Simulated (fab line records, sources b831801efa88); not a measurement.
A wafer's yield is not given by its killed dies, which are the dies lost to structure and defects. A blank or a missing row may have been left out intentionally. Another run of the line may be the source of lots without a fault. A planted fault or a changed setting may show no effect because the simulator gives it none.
Check for tools in common / flow gf180mcu / 14 lots and 42 wafers in the sample

== WHY THIS WAS OPENED ==
Of 14 lots, 3 have the reading NSD_OVL flagged at GF_NSD_OVL_MEAS_08. Wafers without a fault read 0.6 nm, standard deviation 1.2.
Rule: flag the lot when none of its wafers has a number, or when each of its wafers that has one lies beyond 4 standard deviations from that mean. The rest of the lots are taken to be sound.

lot=L669; measured=day 13 08:59; on=overlay-01; NSD_OVL (nm), wafer by wafer=3.4 2.9 2.0; flag=
lot=L670; measured=day 13 13:02; on=overlay-01; NSD_OVL (nm), wafer by wafer=1.1 0.5 1.9; flag=
lot=L671; measured=day 14 00:26; on=overlay-02; NSD_OVL (nm), wafer by wafer=1.1 -1.1 0.1; flag=
lot=L673; measured=day 14 14:29; on=overlay-02; NSD_OVL (nm), wafer by wafer=0.1 -0.1 1.4; flag=
lot=L674; measured=day 15 03:08; on=overlay-01; NSD_OVL (nm), wafer by wafer=1.7 1.1 0.8; flag=
lot=L675; measured=day 15 12:29; on=overlay-02; NSD_OVL (nm), wafer by wafer=0.4 -1.4 0.4; flag=
lot=L683; measured=day 18 02:46; on=overlay-02; NSD_OVL (nm), wafer by wafer=-137.7 -141.9 -140.4; flag=FLAGGED
lot=L684; measured=day 18 15:41; on=overlay-01; NSD_OVL (nm), wafer by wafer=0.3 0.2 2.0; flag=
lot=L685; measured=day 18 19:17; on=overlay-02; NSD_OVL (nm), wafer by wafer=-142.6 -143.1 -140.9; flag=FLAGGED
lot=L686; measured=day 18 22:08; on=overlay-01; NSD_OVL (nm), wafer by wafer=-139.5 -141.5 -141.5; flag=FLAGGED
lot=L687; measured=day 19 08:10; on=overlay-02; NSD_OVL (nm), wafer by wafer=2.9 2.1 -0.3; flag=
lot=L689; measured=day 19 20:17; on=overlay-02; NSD_OVL (nm), wafer by wafer=-0.1 -0.1 -0.9; flag=
lot=L690; measured=day 20 06:11; on=overlay-02; NSD_OVL (nm), wafer by wafer=1.9 1.0 -0.4; flag=
lot=L691; measured=day 20 17:52; on=overlay-01; NSD_OVL (nm), wafer by wafer=0.8 1.8 -0.6; flag=
Flagged lots average -141.0 nm: -141.6 nm relative to the usual, that is -99 or more standard deviations.

== TOOL THAT RAN EACH LOT ==
The record holds 1 process step before the reading, out of a route of 602 steps. Read each cell as the tool, then ch plus the chambers that the sampled wafers visited, then the start.
lot=L669; flag=; GF_NSD_EXPOSE_04=ilineStepper-02 ch 0, day 12 22:23
lot=L670; flag=; GF_NSD_EXPOSE_04=ilineStepper-01 ch 0, day 13 03:11
lot=L671; flag=; GF_NSD_EXPOSE_04=ilineStepper-01 ch 0, day 13 14:08
lot=L673; flag=; GF_NSD_EXPOSE_04=ilineStepper-01 ch 0, day 14 04:37
lot=L674; flag=; GF_NSD_EXPOSE_04=ilineStepper-02 ch 0, day 14 16:07
lot=L675; flag=; GF_NSD_EXPOSE_04=ilineStepper-01 ch 0, day 15 02:14
lot=L683; flag=FLAGGED; GF_NSD_EXPOSE_04=ilineStepper-01 ch 0, day 17 15:29
lot=L684; flag=; GF_NSD_EXPOSE_04=ilineStepper-02 ch 0, day 18 04:34
lot=L685; flag=FLAGGED; GF_NSD_EXPOSE_04=ilineStepper-01 ch 0, day 18 07:46
lot=L686; flag=FLAGGED; GF_NSD_EXPOSE_04=ilineStepper-01 ch 0, day 18 10:53
lot=L687; flag=; GF_NSD_EXPOSE_04=ilineStepper-02 ch 0, day 18 19:50
lot=L689; flag=; GF_NSD_EXPOSE_04=ilineStepper-02 ch 0, day 19 08:48
lot=L690; flag=; GF_NSD_EXPOSE_04=ilineStepper-02 ch 0, day 19 17:42
lot=L691; flag=; GF_NSD_EXPOSE_04=ilineStepper-02 ch 0, day 20 06:33
These steps, and what they do:
- GF_NSD_EXPOSE_04: exposes mask Nplus, target cd 400 nm.
- GF_NSD_OVL_MEAS_08

== FLAGGED AGAINST TOTAL, ONE TOOL AT A TIME (gauges that did the reading follow at the end) ==
step=GF_NSD_EXPOSE_04; tool=ilineStepper-01; lots run=7; flagged=3; share of the flagged lots=all; sound lots run after its first flagged lot=0
step=GF_NSD_EXPOSE_04; tool=ilineStepper-02; lots run=7; flagged=0; share of the flagged lots=none; sound lots run after its first flagged lot=-
step=GF_NSD_OVL_MEAS_08; tool=overlay-01; lots run=6; flagged=1; share of the flagged lots=some; sound lots run after its first flagged lot=1 (L691)
step=GF_NSD_OVL_MEAS_08; tool=overlay-02; lots run=8; flagged=2; share of the flagged lots=some; sound lots run after its first flagged lot=3 (L687,L689,L690)

== WHAT IS ALLOWED BY THE TABLE ==
In the table, 1 row covers all flagged lots: ilineStepper-01 at GF_NSD_EXPOSE_04.
- ilineStepper-01 at GF_NSD_EXPOSE_04: 3 of its 7 lots flagged. Its last sound lot is L675 (day 15 02:14), its first flagged lot L683 (day 17 15:29): a fault that began between those two fits.
What remains is a single tool, ilineStepper-01 at GF_NSD_EXPOSE_04.

== WHAT WAS PUT IN BY THE SIMULATOR ==
Scanner matching overlay: ilineStepper-01, from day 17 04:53 on, at GF_NSD_EXPOSE_04. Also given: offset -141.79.
Shown lots that were struck: L683, L685, L686. The rule above reached the same finding.
